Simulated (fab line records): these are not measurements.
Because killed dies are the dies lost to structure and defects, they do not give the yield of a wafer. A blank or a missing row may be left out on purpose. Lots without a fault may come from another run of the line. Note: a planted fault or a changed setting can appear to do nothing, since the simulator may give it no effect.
Which tool was responsible? / flow sky130 / 12 lots with 36 wafers sampled at 4 steps, on a route of 708 steps

## WHAT THE GAUGES READ, wafer by wafer
SKY_PASSIVATION_THK_MEAS_03. Usual: PASSIVATION_CVD_02_THK gives 537 nm (standard deviation 6.9).
lot=L215; measured=day 43 07:30; on=filmMetro-02; PASSIVATION_CVD_02_THK (nm)=531 543 549; flag=
lot=L218; measured=day 44 20:31; on=filmMetro-03; PASSIVATION_CVD_02_THK (nm)=549 535 551; flag=
lot=L219; measured=day 46 00:07; on=filmMetro-03; PASSIVATION_CVD_02_THK (nm)=524 540 534; flag=
lot=L223; measured=day 46 14:56; on=filmMetro-03; PASSIVATION_CVD_02_THK (nm)=530 545 546; flag=
lot=L222; measured=day 46 17:10; on=filmMetro-02; PASSIVATION_CVD_02_THK (nm)=532 536 541; flag=
lot=L224; measured=day 46 17:48; on=filmMetro-03; PASSIVATION_CVD_02_THK (nm)=536 530 539; flag=
lot=L225; measured=day 46 19:29; on=filmMetro-03; PASSIVATION_CVD_02_THK (nm)=528 534 533; flag=
lot=L227; measured=day 47 13:46; on=filmMetro-02; PASSIVATION_CVD_02_THK (nm)=531 532 540; flag=
lot=L234; measured=day 48 22:25; on=filmMetro-02; PASSIVATION_CVD_02_THK (nm)=530 541 540; flag=
lot=L235; measured=day 48 23:39; on=filmMetro-02; PASSIVATION_CVD_02_THK (nm)=529 527 534; flag=
lot=L237; measured=day 49 08:56; on=filmMetro-02; PASSIVATION_CVD_02_THK (nm)=545 540 549; flag=
lot=L238; measured=day 49 15:04; on=filmMetro-01; PASSIVATION_CVD_02_THK (nm)=539 542 544; flag=

## WHAT TOOL EACH LOT RAN ON (gives the tool, then ch and the chambers of the sampled wafers, and finally the start)
lot=L215; SKY_METAL3_SPUTTER_02=pvdSputter-02, day 35 20:50; SKY_CAP2M_CVD_00=pecvd-03 ch 0,1, day 39 05:55; SKY_METAL4_DESCUM_15=rieMetal-03 ch 0,1, day 41 06:26
lot=L218; SKY_METAL3_SPUTTER_02=pvdSputter-02, day 37 14:47; SKY_CAP2M_CVD_00=pecvd-02 ch 0,1, day 40 21:14; SKY_METAL4_DESCUM_15=rieMetal-03 ch 0,1, day 42 20:37
lot=L219; SKY_METAL3_SPUTTER_02=pvdSputter-02, day 38 22:27; SKY_CAP2M_CVD_00=pecvd-04 ch 0,1,2, day 42 02:59; SKY_METAL4_DESCUM_15=rieMetal-04 ch 0, day 44 01:12
lot=L223; SKY_METAL3_SPUTTER_02=pvdSputter-01, day 39 12:54; SKY_CAP2M_CVD_00=pecvd-02 ch 1,2, day 42 15:57; SKY_METAL4_DESCUM_15=rieMetal-01 ch 0,1, day 44 14:17
lot=L222; SKY_METAL3_SPUTTER_02=pvdSputter-04, day 39 16:36; SKY_CAP2M_CVD_00=pecvd-03 ch 0, day 42 19:10; SKY_METAL4_DESCUM_15=rieMetal-04 ch 0,1, day 44 15:55
lot=L224; SKY_METAL3_SPUTTER_02=pvdSputter-01, day 39 16:41; SKY_CAP2M_CVD_00=pecvd-04 ch 0,1,2, day 42 20:10; SKY_METAL4_DESCUM_15=rieMetal-01 ch 0,1, day 44 17:03
lot=L225; SKY_METAL3_SPUTTER_02=pvdSputter-01, day 39 17:39; SKY_CAP2M_CVD_00=pecvd-02 ch 0,1, day 42 20:40; SKY_METAL4_DESCUM_15=rieMetal-03 ch 0,1, day 44 17:13
lot=L227; SKY_METAL3_SPUTTER_02=pvdSputter-01, day 40 21:46; SKY_CAP2M_CVD_00=pecvd-03 ch 0,1,2, day 43 22:38; SKY_METAL4_DESCUM_15=rieMetal-01 ch 0,1, day 45 16:55
lot=L234; SKY_METAL3_SPUTTER_02=pvdSputter-04, day 42 11:26; SKY_CAP2M_CVD_00=pecvd-02 ch 0,1, day 45 09:10; SKY_METAL4_DESCUM_15=rieMetal-03 ch 0, day 47 02:23
lot=L235; SKY_METAL3_SPUTTER_02=pvdSputter-04, day 42 13:08; SKY_CAP2M_CVD_00=pecvd-03 ch 0,2, day 45 10:55; SKY_METAL4_DESCUM_15=rieMetal-03 ch 0,1, day 47 04:08
lot=L237; SKY_METAL3_SPUTTER_02=pvdSputter-01, day 42 21:10; SKY_CAP2M_CVD_00=pecvd-03 ch 1,2, day 45 21:37; SKY_METAL4_DESCUM_15=rieMetal-03 ch 0,1, day 47 15:30
lot=L238; SKY_METAL3_SPUTTER_02=pvdSputter-01, day 43 06:23; SKY_CAP2M_CVD_00=pecvd-02 ch 0,1, day 46 03:10; SKY_METAL4_DESCUM_15=rieMetal-01 ch 0,1, day 47 20:26
- SKY_METAL3_SPUTTER_02: material AlCu, target thk 735 nm, time 39.1 s.
- SKY_CAP2M_CVD_00: deposits SiO2, target thk 15.5 nm.
- SKY_METAL4_DESCUM_15: chemistry O2, time 8 s.

## AS READ BY THE TOOLS THEMSELVES (means over the sampled wafers that have a number; for cases with no such wafer, the mark the record gives instead)
SKY_METAL3_SPUTTER_02. Usual: throttleValvePct at 29.9 %, with a standard deviation of 0.9.
lot=L215; tool=pvdSputter-02; throttleValvePct (%)=29.3; flag=
lot=L218; tool=pvdSputter-02; throttleValvePct (%)=29.7; flag=
lot=L219; tool=pvdSputter-02; throttleValvePct (%)=30.1; flag=
lot=L223; tool=pvdSputter-01; throttleValvePct (%)=29.3; flag=
lot=L222; tool=pvdSputter-04; throttleValvePct (%)=30.6; flag=
lot=L224; tool=pvdSputter-01; throttleValvePct (%)=28.9; flag=
lot=L225; tool=pvdSputter-01; throttleValvePct (%)=29.3; flag=
lot=L227; tool=pvdSputter-01; throttleValvePct (%)=29.2; flag=
lot=L234; tool=pvdSputter-04; throttleValvePct (%)=30.5; flag=
lot=L235; tool=pvdSputter-04; throttleValvePct (%)=29.9; flag=
lot=L237; tool=pvdSputter-01; throttleValvePct (%)=30.4; flag=
lot=L238; tool=pvdSputter-01; throttleValvePct (%)=30.6; flag=

SKY_CAP2M_CVD_00. Usual: heaterPowerOuterW 435 W, standard deviation 54; heaterPowerW 718 W, standard deviation 76.
lot=L215; tool=pecvd-03; heaterPowerOuterW (W)=451; heaterPowerW (W)=714; flag=
lot=L218; tool=pecvd-02; heaterPowerOuterW (W)=453; heaterPowerW (W)=783; flag=
lot=L219; tool=pecvd-04; heaterPowerOuterW (W)=435; heaterPowerW (W)=724; flag=
lot=L223; tool=pecvd-02; heaterPowerOuterW (W)=438; heaterPowerW (W)=779; flag=
lot=L222; tool=pecvd-03; heaterPowerOuterW (W)=461; heaterPowerW (W)=745; flag=
lot=L224; tool=pecvd-04; heaterPowerOuterW (W)=428; heaterPowerW (W)=698; flag=
lot=L225; tool=pecvd-02; heaterPowerOuterW (W)=444; heaterPowerW (W)=783; flag=
lot=L227; tool=pecvd-03; heaterPowerOuterW (W)=453; heaterPowerW (W)=710; flag=
lot=L234; tool=pecvd-02; heaterPowerOuterW (W)=498; heaterPowerW (W)=836; flag=
lot=L235; tool=pecvd-03; heaterPowerOuterW (W)=426; heaterPowerW (W)=689; flag=
lot=L237; tool=pecvd-03; heaterPowerOuterW (W)=440; heaterPowerW (W)=686; flag=
lot=L238; tool=pecvd-02; heaterPowerOuterW (W)=430; heaterPowerW (W)=754; flag=

SKY_METAL4_DESCUM_15. Usual: drypumpMotorCurrentA 5.8 A, standard deviation 0.58; oesProductAu 1.003 a.u., standard deviation 0.011.
lot=L215; tool=rieMetal-03; drypumpMotorCurrentA (A)=6.3; oesProductAu (a.u.)=0.996; flag=
lot=L218; tool=rieMetal-03; drypumpMotorCurrentA (A)=6.2; oesProductAu (a.u.)=0.989; flag=
lot=L219; tool=rieMetal-04; drypumpMotorCurrentA (A)=5.1; oesProductAu (a.u.)=1.011; flag=
lot=L223; tool=rieMetal-01; drypumpMotorCurrentA (A)=5.5; oesProductAu (a.u.)=0.996; flag=
lot=L222; tool=rieMetal-04; drypumpMotorCurrentA (A)=5.4; oesProductAu (a.u.)=1.016; flag=
lot=L224; tool=rieMetal-01; drypumpMotorCurrentA (A)=5.2; oesProductAu (a.u.)=1.000; flag=
lot=L225; tool=rieMetal-03; drypumpMotorCurrentA (A)=6.3; oesProductAu (a.u.)=1.005; flag=
lot=L227; tool=rieMetal-01; drypumpMotorCurrentA (A)=5.2; oesProductAu (a.u.)=1.002; flag=
lot=L234; tool=rieMetal-03; drypumpMotorCurrentA (A)=6.5; oesProductAu (a.u.)=1.005; flag=
lot=L235; tool=rieMetal-03; drypumpMotorCurrentA (A)=6.3; oesProductAu (a.u.)=0.999; flag=
lot=L237; tool=rieMetal-03; drypumpMotorCurrentA (A)=6.3; oesProductAu (a.u.)=1.004; flag=
lot=L238; tool=rieMetal-01; drypumpMotorCurrentA (A)=5.5; oesProductAu (a.u.)=1.001; flag=

## THE ANSWER, worked out from the rows above alone
Rule: take the mean of a lot's wafers that have a number; if it is more than 3 standard deviations from the usual mean, the lot is off. Also off: a lot with no number at a reading for which 4 or more lots have one. The other lots that the step has rows for count as sound. First the gauges in route order, then the tools' own readings, where a lot's mean is used as printed above. At the first step where some lot is off, the reading lying furthest off is the one used; lots without a number count as furthest.
Across all readings shown, no lot is off: no conclusion can be drawn from this.

## WHAT THE SIMULATOR PUT IN
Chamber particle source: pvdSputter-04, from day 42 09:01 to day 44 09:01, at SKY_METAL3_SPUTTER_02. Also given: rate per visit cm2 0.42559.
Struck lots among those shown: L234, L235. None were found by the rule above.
